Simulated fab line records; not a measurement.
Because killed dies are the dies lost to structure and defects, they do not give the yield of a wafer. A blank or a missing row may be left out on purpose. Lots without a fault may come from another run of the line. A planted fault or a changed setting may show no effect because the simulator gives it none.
Problem report in the 8D (eight disciplines) form, filled by code -- flow sky130 -- the parts of the form that need people (team, actions taken, sign-off) are left out

== 1. WHAT WENT WRONG ==
Wafers free of any fault read 14.16 ohm/sq (standard deviation 0.14) for LOCAL_INTERCONNECT_TIN_RS at SKY_LOCAL_INTERCONNECT_RS_MEAS_01, against a mean of 10.21 ohm/sq on 2 wafers of 2 lots. That puts it -28 standard deviations away from the usual mean.
The step: measures by four-point-probe.
First observed at day 34 20:53: wafer L304.1, on filmMetro-01. The record has a number at this step for 30 wafers belonging to 10 lots. By rule, "out" or "out of limits" means more than 4 standard deviations away from the usual mean. All remaining wafers that have a number are taken as sound.

== 2. WHAT IT IS AND WHAT IT IS NOT ==
question,is,is not
which readings at this step,LOCAL_INTERCONNECT_TIN_RS,-
which lots,"L304, L305","L287, L289, L295, L296, L306, L307, L308, L309"
which wafers of those lots,"L304.1, L305.3","L304.5, L304.6, L305.5, L305.6"
read on which gauges,"filmMetro-01, filmMetro-02",filmMetro-03
when,from day 34 20:53,"up to then (14 sound wafers); but 14 sound wafers of L305, L306, L307, L308, L309 came after"

== 3. SUSPECTS, AND WHAT RULES EACH OUT ==
Counting: if a tool at a process step up to the reading ran every lot that is out, it stays a suspect. Sound lots after the first of them don't rule it out here, since some wafers of a struck lot are sound.
- the gauge at SKY_LOCAL_INTERCONNECT_RS_MEAS_01 is ruled out. Those wafers that are out were read across 2 gauges (filmMetro-01, filmMetro-02).
- pvdSputter-04 at SKY_LOCAL_INTERCONNECT_SPUTTER_00 (material TiN, target thk 100 nm, time 83.3 s): kept. Ran every lot that is out, first one L304 (day 34 20:49); last sound lot up to then L296 (day 32 06:22).
The count leaves pvdSputter-04 at SKY_LOCAL_INTERCONNECT_SPUTTER_00.

== 4. THE CAUSE (what the simulator had put in) ==
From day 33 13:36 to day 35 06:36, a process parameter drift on pvdSputter-04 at SKY_LOCAL_INTERCONNECT_SPUTTER_00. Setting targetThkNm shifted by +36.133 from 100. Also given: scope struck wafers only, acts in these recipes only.
The count eliminated every tool but this one.

== 5. THE EFFECT CHAIN, in route order ==
Rows list readings where the struck wafers' mean (over those with a number) sits beyond 3 standard deviations from the usual. Only readings for which the record gives a usual standard deviation are gone through. hours: the time from each lot's start at the first step in this table that gives one to its start at this step, as a median over the lots. sigmas: the change in usual standard deviations.
hours,step,reading,usual,on struck wafers,change,sigmas
0,SKY_LOCAL_INTERCONNECT_RS_MEAS_01,LOCAL_INTERCONNECT_TIN_RS,14.16 ohm/sq,10.21,-3.95,-28
4,SKY_LOCAL_INTERCONNECT_THK_MEAS_02,LOCAL_INTERCONNECT_TIN_THK,100.6 nm,137.2,+36.6,+37
27,SKY_LOCAL_INTERCONNECT_METAL_ETCH_14,oesProductAu,0.942 a.u.,0.998,+0.056,+8.2
27,SKY_LOCAL_INTERCONNECT_METAL_ETCH_14,throttleValvePct,21.901 %,21.852,-0.049,-4.8
359,SKY_PAD_OPEN_PROBE_99,killedAtContacts,24,440,+416,+85
359,SKY_PAD_OPEN_PROBE_99,killedDies,85,492,+407,+41
359,SKY_PAD_OPEN_PROBE_99,killedOnRim,17,96,+79,+19
Process steps it contains:
- SKY_LOCAL_INTERCONNECT_METAL_ETCH_14: etches TiN in Cl2/BCl3, stops on PSG, target depth 110 nm, time 31.4 s.
- SKY_PAD_OPEN_PROBE_99

== 6. WHAT WOULD HAVE CAUGHT IT SOONER ==
31 hours passed between the start of the fault at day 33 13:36 and the first reading out of limits at a measuring or inspecting step in this record, taken at day 34 20:53.
Of the tool readings at SKY_LOCAL_INTERCONNECT_SPUTTER_00 for which the record gives a usual standard deviation, none was out on any struck wafer, so an alarm limit of 4 standard deviations on them would not have fired.
Among the 2 lots that are out, L305 began SKY_LOCAL_INTERCONNECT_SPUTTER_00 on pvdSputter-04 after day 34 20:53. It would have been spared by a hold on the tool at that moment.
